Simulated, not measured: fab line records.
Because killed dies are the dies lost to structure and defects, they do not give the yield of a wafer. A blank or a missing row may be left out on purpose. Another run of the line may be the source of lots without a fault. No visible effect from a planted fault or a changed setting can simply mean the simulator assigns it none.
A struck lot beside a sound one -- flow sky130 -- 15 out of 708 route steps
Sound: wafers L899.2, L899.3, L899.6. Wafers struck: L916.1, L916.4, L916.5. The cause is given at the end.
Per side, at each step with rows, come the tool, then ch with its chambers, and then its first start. Under that, the readings that differ: sound wafers -- struck wafers -- difference of the means -- sigmas: that difference in standard deviations of wafers without a fault.
alike: readings whose means differ by less than 2 such deviations, and words and numbers that are the same on both sides. not compared: withheld readings, readings that some wafer has no value for, bounds like >300 that may hide the same value, and numbers for which the record gives no deviation and whose values overlap.
The two part at a step that has a row with sigmas, a row that says differs or no value, or rows on one side only. When numbers do not overlap yet have no deviation, they are printed without sigmas and do not part them. A reading that every wafer of one side lacks parts them only if that side has two wafers or more.

first, 2 steps without rows for these wafers: SKY_NWELL_IMPLANT_12; SKY_NWELL_IMPLANT_13.
SKY_NWELL_STRIP_14: strips in O2/N2.
  sound on plasmaAsher-01 ch 0,1, day 5 18:58; struck on plasmaAsher-04 ch 0,1, day 9 22:05
  alike: drypumpMotorCurrentA, n2FlowSccm, oesProductAu, stripTimeToEndpointS
  not compared: rfHoursCounterH
SKY_NWELL_TW_MEAS_15:
  sound on filmMetro-03, day 5 19:05; struck on filmMetro-02, day 9 22:11
  alike: NWELL_TW
then, 7 steps without rows for these wafers: SKY_NWELL_DEHYDRATE_16 (time 60 s); SKY_NWELL_HMDS_17 (prime time 60 s); SKY_NWELL_COAT_18 (resist thk 3000 nm); SKY_NWELL_SOFTBAKE_19; SKY_NWELL_EXPOSE_20 (exposes mask NWM COMPLEMENT, target cd 840 nm); SKY_NWELL_PEB_21; SKY_NWELL_DEVELOP_22 (develop time 60 s).
SKY_NWELL_OVL_MEAS_23:
  sound on overlay-01, day 6 13:30; struck on overlay-02, day 10 19:57
  alike: NWELL_01_OVL
SKY_NWELL_IMPLANT_24:
  sound on implanter-03 ch 0, day 6 13:34; struck on implanter-02 ch 0, day 10 19:59
reading,sound,struck,difference,sigmas
doseIonsCm2,9.21e+12 9.217e+12 9.203e+12,1.0228e+13 1.0231e+13 1.0218e+13,+1.0157e+12,+99 or more
faradayCurrentUA,50.6 53.3 51.7,57.8 57.5 57.9,+5.9,+6
SKY_NWELL_STRIP_25: strips in O2/N2.
  sound on plasmaAsher-04 ch 0,1, day 6 13:41; struck on plasmaAsher-04 ch 0,1, day 10 20:08
  alike: drypumpMotorCurrentA, n2FlowSccm, oesProductAu, stripTimeToEndpointS
  not compared: rfHoursCounterH
-- the record jumps here: 40 days lie between the struck wafers' starts before and after (it left off in module NWELL and takes up again in module PAD_OPEN, whose first step shown is number 708 of the route) --
SKY_PAD_OPEN_PROBE_99:
  sound on prober-02, day 47 03:00; struck on prober-01, day 50 18:14
reading,sound,struck,difference,sigmas
model.etest.pfet_16v.rOnOhmUm,1.51e+04 1.525e+04 1.537e+04,1.401e+04 1.426e+04 1.403e+04,-1.140e+03,
model.etest.resPwellUnderGate.rsOhmSq,2291 2288 2281,2138 2122 2134,-155,
model.etest.pfet_16v.driveUaUm,247.6 243.1 241.9,262.4 261 266.3,+19.0,
model.etest.fieldN.vtV (V),35.87 35.88 36.06,37.62 37.97 37.59,+1.79,
  alike: killed_at_M0_to_M3, killed_at_M4_up, killedAtContacts, killedAtFrontEnd, killedAtOther, killedDies, killedOnRim, killedOpen, killedShort

WHERE THEY PART
Only at SKY_NWELL_IMPLANT_24, as far as this record shows. Later steps at which nothing parts them and some readings are alike: SKY_NWELL_STRIP_25, SKY_PAD_OPEN_PROBE_99.

WHY: what had been put in by the simulator
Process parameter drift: implanter-02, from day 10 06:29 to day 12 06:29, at SKY_NWELL_IMPLANT_24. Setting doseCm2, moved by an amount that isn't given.
